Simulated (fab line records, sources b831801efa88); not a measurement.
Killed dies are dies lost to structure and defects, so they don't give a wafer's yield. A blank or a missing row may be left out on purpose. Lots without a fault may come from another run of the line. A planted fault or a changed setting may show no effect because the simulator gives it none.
Which tool did it? | flow gf180mcu | 15 lots, 42 wafers sampled, at 3 steps of a route of 602

WHAT THE GAUGES READ, wafer by wafer
GF_V3_OVL_MEAS_15. Usual: V3_OVL -1 nm, standard deviation 5.
lot  | measured     | on         | V3_OVL (nm) | flag
L617 | day 22 23:30 | overlay-01 | -3 9 -3     |
L615 | day 23 01:49 | overlay-01 | -5 -4 -1    |
L616 | day 23 03:28 | overlay-02 | -3 5 4      |
L614 | day 23 05:22 | overlay-02 | 2 1 5       |
L618 | day 23 08:24 | overlay-02 | -5 -5 2     |
L619 | day 23 10:19 | overlay-02 | -11 -13 -6  |
L620 | day 23 18:13 | overlay-02 | 5 0         |
L622 | day 24 06:13 | overlay-02 | 4 -4        |
L623 | day 24 20:37 | overlay-01 | -6 -11      |
L631 | day 27 09:08 | overlay-02 | -2 0 -1     |
L632 | day 27 23:33 | overlay-01 | -1 -9 -13   |
L633 | day 28 02:45 | overlay-01 | -3 -1 -9    |
L634 | day 28 14:12 | overlay-02 | 6 5 0       |
L636 | day 29 06:46 | overlay-02 | 2 -10 3     |
L637 | day 29 10:28 | overlay-01 | -2 -14 -5   |

WHICH TOOL RAN EACH LOT (tool, then ch and the chambers of the sampled wafers, then the start)
lot  | GF_M3_SPUTTER_02             | GF_M3_METAL_ETCH_16
L617 | pvd_sputter-04, day 21 00:52 | rie_metal-03 ch 0, day 21 23:35
L615 | pvd_sputter-04, day 21 04:01 | rie_metal-02 ch 0,1, day 22 02:17
L616 | pvd_sputter-03, day 21 04:54 | rie_metal-03 ch 0, day 22 03:44
L614 | pvd_sputter-01, day 21 06:52 | rie_metal-02 ch 0,1, day 22 05:17
L618 | pvd_sputter-03, day 21 09:52 | rie_metal-03 ch 0, day 22 08:23
L619 | pvd_sputter-03, day 21 11:46 | rie_metal-01 ch 0,1, day 22 10:23
L620 | pvd_sputter-03, day 21 19:43 | rie_metal-01 ch 0,1, day 22 18:41
L622 | pvd_sputter-03, day 22 07:46 | rie_metal-01 ch 0,1, day 23 06:11
L623 | pvd_sputter-04, day 22 21:58 | rie_metal-02 ch 1, day 23 20:22
L631 | pvd_sputter-03, day 25 12:10 | rie_metal-03 ch 0,1, day 26 10:27
L632 | pvd_sputter-03, day 26 01:35 | rie_metal-03 ch 1, day 26 23:50
L633 | pvd_sputter-03, day 26 04:58 | rie_metal-03 ch 1, day 27 03:14
L634 | pvd_sputter-03, day 26 16:35 | rie_metal-03 ch 1, day 27 15:11
L636 | pvd_sputter-03, day 27 09:39 | rie_metal-02 ch 0,1, day 28 07:50
L637 | pvd_sputter-04, day 27 13:43 | rie_metal-03 ch 0, day 28 11:27
- GF_M3_SPUTTER_02: material AlCu, target thk 450 nm, time 23.9 s.
- GF_M3_METAL_ETCH_16: etches the open film in Cl2/BCl3, stops on SiO2, target depth 750.8 nm, time 125.1 s.

WHAT THE TOOLS THEMSELVES READ (means of the sampled wafers that have a number; where no wafer has one, the mark that the record gives instead)
GF_M3_SPUTTER_02. Usual: throttle_valve_pct 30.8 %, standard deviation 1.3.
lot  | tool           | throttle_valve_pct (%) | flag
L617 | pvd_sputter-04 | 31.2                   |
L615 | pvd_sputter-04 | 30.0                   |
L616 | pvd_sputter-03 | 30.9                   |
L614 | pvd_sputter-01 | 31.2                   |
L618 | pvd_sputter-03 | 31.2                   |
L619 | pvd_sputter-03 | 31.5                   |
L620 | pvd_sputter-03 | 31.8                   |
L622 | pvd_sputter-03 | 32.2                   |
L623 | pvd_sputter-04 | 30.5                   |
L631 | pvd_sputter-03 | 31.6                   |
L632 | pvd_sputter-03 | 31.1                   |
L633 | pvd_sputter-03 | 29.6                   |
L634 | pvd_sputter-03 | 31.5                   |
L636 | pvd_sputter-03 | 31.9                   |
L637 | pvd_sputter-04 | 30.7                   |

GF_M3_METAL_ETCH_16. Usual: bcl3_flow_sccm 39.99 sccm, standard deviation 0.1; drypump_motor_current_A 6.32 A, standard deviation 0.27; oes_product_au 0.992 a.u., standard deviation 0.0063; throttle_valve_pct 28.227 %, standard deviation 0.01.
lot  | tool         | bcl3_flow_sccm (sccm) | drypump_motor_current_A (A) | oes_product_au (a.u.) | throttle_valve_pct (%) | flag
L617 | rie_metal-03 | 40.03                 | 6.11                        | 0.995                 | 28.209                 |
L615 | rie_metal-02 | 39.96                 | 6.27                        | 0.988                 | 28.225                 |
L616 | rie_metal-03 | 40.00                 | 6.10                        | 0.997                 | 28.224                 |
L614 | rie_metal-02 | 39.92                 | 6.30                        | 0.991                 | 28.222                 |
L618 | rie_metal-03 | 40.02                 | 6.12                        | 0.998                 | 28.240                 |
L619 | rie_metal-01 | 40.05                 | 6.53                        | 0.981                 | 28.241                 |
L620 | rie_metal-01 | 39.97                 | 6.46                        | 0.992                 | 28.229                 |
L622 | rie_metal-01 | 40.05                 | 6.46                        | 0.986                 | 28.224                 |
L623 | rie_metal-02 | 39.97                 | 6.60                        | 0.996                 | 28.212                 |
L631 | rie_metal-03 | 39.86                 | 6.32                        | 0.996                 | 28.228                 |
L632 | rie_metal-03 | 39.91                 | 6.44                        | 0.995                 | 28.232                 |
L633 | rie_metal-03 | 39.96                 | 6.47                        | 0.994                 | 28.222                 |
L634 | rie_metal-03 | 39.96                 | 6.45                        | 0.992                 | 28.223                 |
L636 | rie_metal-02 | 40.04                 | 5.97                        | 0.995                 | 28.221                 |
L637 | rie_metal-03 | 39.97                 | 6.12                        | 0.992                 | 28.231                 |

THE ANSWER, worked out from the rows above alone
Rule: a lot is off if the mean of its wafers that have a number lies more than 3 standard deviations from the usual mean. A lot without any number at a reading at which 4 lots or more have one is off too. The other lots that the step has rows for count as sound. The gauges are gone through in route order, then the tools' own readings, and for those a lot's mean is taken as printed above. The first step at which some lot is off is used, and at that step the reading that is off furthest; a lot without a number counts as furthest.
No lot is off at any reading shown: from this, nothing can be told.

WHAT THE SIMULATOR HAD PUT IN
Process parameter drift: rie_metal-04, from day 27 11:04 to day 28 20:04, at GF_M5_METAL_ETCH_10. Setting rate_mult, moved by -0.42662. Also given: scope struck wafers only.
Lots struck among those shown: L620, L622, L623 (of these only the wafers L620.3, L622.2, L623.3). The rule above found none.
